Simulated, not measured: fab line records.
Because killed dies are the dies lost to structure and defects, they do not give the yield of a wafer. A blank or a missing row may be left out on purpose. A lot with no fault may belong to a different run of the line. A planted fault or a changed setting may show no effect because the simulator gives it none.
Struck lot and sound lot, side by side || flow sky130 || 44 out of 708 route steps
Sound: the wafers L309.1, L309.2, L309.4. Struck: wafer L322.6 (left out: L322.2, L322.5 of the same lot, which were not struck); the cause appears at the end.
Each step with rows lists, per side, the tool, then ch with its chambers, then its first start. Under that, the readings that differ: sound wafers || struck wafers || difference of the means || sigmas: that difference in standard deviations of wafers without a fault.
alike: same words and numbers on both sides, and readings whose means sit less than 2 such deviations apart. not compared: any withheld reading, any reading some wafer has no value for, any bound like >300 that may hide the same value, and any number with overlapping values for which the record gives no deviation.
The two part at a step that has a row with sigmas, a row that says differs or no value, or rows on one side only. Numbers that have no deviation but don't overlap get no sigmas and don't part them. A reading that every wafer of one side lacks parts them only if that side has two wafers or more.

SKY_METAL3_CD_MEAS_13: target cd 300 nm.
  sound: cdSem-01 at day 39 15:50; struck: cdSem-02 at day 42 18:54
  alike: cdNm
SKY_METAL3_OVL_MEAS_14:
  sound: overlay-02 at day 39 15:57; struck: overlay-01 at day 42 19:01
  alike: METAL3_OVL
SKY_METAL3_DESCUM_15: chemistry O2, time 8 s.
  sound on rieMetal-03 ch 0,1, day 39 15:59; struck on rieMetal-04 ch 1, day 42 19:02
  alike: drypumpMotorCurrentA, oesProductAu
  not compared: rfHoursCounterH
then, 8 steps without rows for these wafers: SKY_METAL3_ETCH_16 (etches BARC in N2/H2, stops on SiO2, time 88.2 s, target depth 60 nm); SKY_METAL3_ETCH_17 (etches SiO2 in C4F8/O2/Ar, stops on TiN, time 3.9 s, target depth 15 nm); SKY_METAL3_METAL_ETCH_18 (etches the open film in Cl2/BCl3, stops on SiO2, target depth 845 nm, time 183.1 s); SKY_METAL3_STRIP_19 (strips in O2/N2); SKY_METAL3_STRIP_20 (strips in post etch residue remover, time 1200 s); SKY_METAL3_CLEAN_21 (cleans in IPA, time 180 s); SKY_METAL3_CLEAN_22 (cleans in O3/DIW); SKY_VIA3_HDPCVD_00 (deposits SiO2, target thk 1635 nm, time 272.5 s).
SKY_VIA3_THK_MEAS_01:
  sound: filmMetro-02 at day 39 17:05; struck: filmMetro-02 at day 42 20:08
  alike: VIA3_HDPCVD_THK
SKY_VIA3_CMP_02: polishes SiO2.
  sound on cmp-01 ch 1,2,3, day 39 17:08; struck on cmp-01 ch 1, day 42 20:17
{"reading": "model.SiO2_of_VIA3_HDPCVD_00.thkNm (nm)", "sound": "464.6 463.7 466.1", "struck": 510.6, "difference": "+45.8", "sigmas": ""}
  alike: motorCurrentA
SKY_VIA3_BOW_MEAS_03:
  sound: filmMetro-02 at day 39 17:26; struck: filmMetro-01 at day 42 20:30
{"reading": "VIA3_BOW (um)", "sound": "81 75 65", "struck": 96, "difference": "+22", "sigmas": "+3"}
then, 8 steps without rows for these wafers: SKY_VIA3_DEHYDRATE_04 (time 60 s); SKY_VIA3_HMDS_05 (prime time 60 s); SKY_VIA3_COAT_06 (resist thk 60 nm); SKY_VIA3_COAT_07 (resist thk 450 nm); SKY_VIA3_SOFTBAKE_08 (time 90 s); SKY_VIA3_EXPOSE_09 (exposes mask VIM3, target cd 200 nm); SKY_VIA3_PEB_10; SKY_VIA3_DEVELOP_11 (develop time 60 s).
SKY_VIA3_CD_MEAS_12: target cd 200 nm.
  sound: cdSem-02 at day 40 18:32; struck: cdSem-02 at day 43 19:28
  alike: cdNm
SKY_VIA3_OVL_MEAS_13:
  sound: overlay-01 at day 40 18:39; struck: overlay-01 at day 43 19:34
  alike: VIA3_OVL
SKY_VIA3_ETCH_14: etches BARC in N2/H2, stops on SiO2, time 45.9 s, target depth 60 nm.
  sound on rieDiel-03 ch 0,1,3, day 40 18:41; struck on rieDiel-04 ch 1, day 43 19:36
  alike: drypumpMotorCurrentA, oesProductAu, throttleValvePct
  not compared: rfHoursCounterH
SKY_VIA3_ETCH_15: etches SiO2 in C4F8/O2/Ar, stops on TiN, target depth 507 nm, time 78 s.
  sound on rieDiel-03 ch 0,1,3, day 40 18:44; struck on rieDiel-04 ch 1, day 43 19:39
{"reading": "oesProductAu (a.u.)", "sound": "0.946 0.940 0.950", "struck": 0.990, "difference": "+0.045", "sigmas": "+10"}
{"reading": "model.etch.depthNm (nm)", "sound": "464.6 463.7 466.1", "struck": 505.3, "difference": "+40.5", "sigmas": ""}
{"reading": "model.VIA3.featureDepthNm (nm)", "sound": "464.6 463.7 466.1", "struck": 505.3, "difference": "+40.5", "sigmas": ""}
  not compared: rfHoursCounterH
then, 6 steps without rows for these wafers: SKY_VIA3_STRIP_16 (strips in O2/N2); SKY_VIA3_STRIP_17 (strips in post etch residue remover, time 1200 s); SKY_VIA3_CLEAN_18 (cleans in IPA, time 180 s); SKY_VIA3_CLEAN_19 (cleans in O3/DIW); SKY_VIA3_SPUTTER_20 (material TiN, target thk 20 nm, time 80 s); SKY_VIA3_CVD_21 (deposits W, target thk 390 nm, time 117.31 s).
SKY_VIA3_RS_MEAS_22: measurement is done with a four-point probe.
  sound: filmMetro-03 at day 40 19:41; struck: filmMetro-03 at day 43 20:30
{"reading": "VIA3_W_RS (ohm/sq)", "sound": "0.3029 0.2976 0.2961", "struck": 0.2921, "difference": -0.0068, "sigmas": -3}
SKY_VIA3_THK_MEAS_23: measures by xrf.
  sound: filmMetro-03 at day 40 19:49; struck: filmMetro-03 at day 43 20:37
  alike: VIA3_W_THK
then, 1 step without rows for these wafers: SKY_VIA3_CMP_24 (polishes, stops on SiO2, t overpolish 20 s, target thk 0 nm).
SKY_METAL4_SPUTTER_00: material Ti, target thk 15 nm, time 10 s.
  sound: pvdSputter-03 at day 40 20:10; struck: pvdSputter-03 at day 43 20:58
  alike: throttleValvePct
SKY_METAL4_SPUTTER_01: material TiN, target thk 20 nm, time 16.7 s.
  sound: pvdSputter-03 at day 40 20:11; struck: pvdSputter-03 at day 43 20:59
  alike: throttleValvePct
then, 1 step without rows for these wafers: SKY_METAL4_SPUTTER_02 (material AlCu, target thk 735 nm, time 39.1 s).
SKY_METAL4_SPUTTER_03: material Ti, target thk 5 nm, time 3.3 s.
  sound: pvdSputter-03 at day 40 20:15; struck: pvdSputter-03 at day 43 21:03
  alike: throttleValvePct
then, 2 steps without rows for these wafers: SKY_METAL4_SPUTTER_04 (material TiN, target thk 70 nm, time 58.3 s); SKY_CAP2M_CVD_00 (deposits SiO2, target thk 15.5 nm).
SKY_CAP2M_THK_MEAS_01:
  sound: filmMetro-01 at day 40 20:20; struck: filmMetro-03 at day 43 21:09
  alike: CAP2M_CVD_00_THK
SKY_METAL4_METAL_ETCH_18: etches the open film in Cl2/BCl3, stops on SiO2, target depth 845 nm, time 183.1 s.
  sound on rieMetal-04 ch 0,1, day 42 19:32; struck on rieMetal-04 ch 0, day 45 17:34
{"reading": "model.SiO2_of_VIA3_HDPCVD_00.thkNm (nm)", "sound": "434.4 434.1 436.1", "struck": 480.8, "difference": "+45.9", "sigmas": ""}
  alike: bcl3FlowSccm, drypumpMotorCurrentA, oesProductAu, throttleValvePct
  not compared: rfHoursCounterH
then, 1 step without rows for these wafers: SKY_PAD_OPEN_PROBE_99.

## WHERE THEY PART
Earliest at SKY_VIA3_BOW_MEAS_03; latest, in this record, at SKY_VIA3_RS_MEAS_22. Later steps at which nothing parts them and some readings are alike: SKY_VIA3_THK_MEAS_23, SKY_METAL4_SPUTTER_00, SKY_METAL4_SPUTTER_01, SKY_METAL4_SPUTTER_03, SKY_CAP2M_THK_MEAS_01, SKY_METAL4_METAL_ETCH_18.

WHY: what had been put in by the simulator
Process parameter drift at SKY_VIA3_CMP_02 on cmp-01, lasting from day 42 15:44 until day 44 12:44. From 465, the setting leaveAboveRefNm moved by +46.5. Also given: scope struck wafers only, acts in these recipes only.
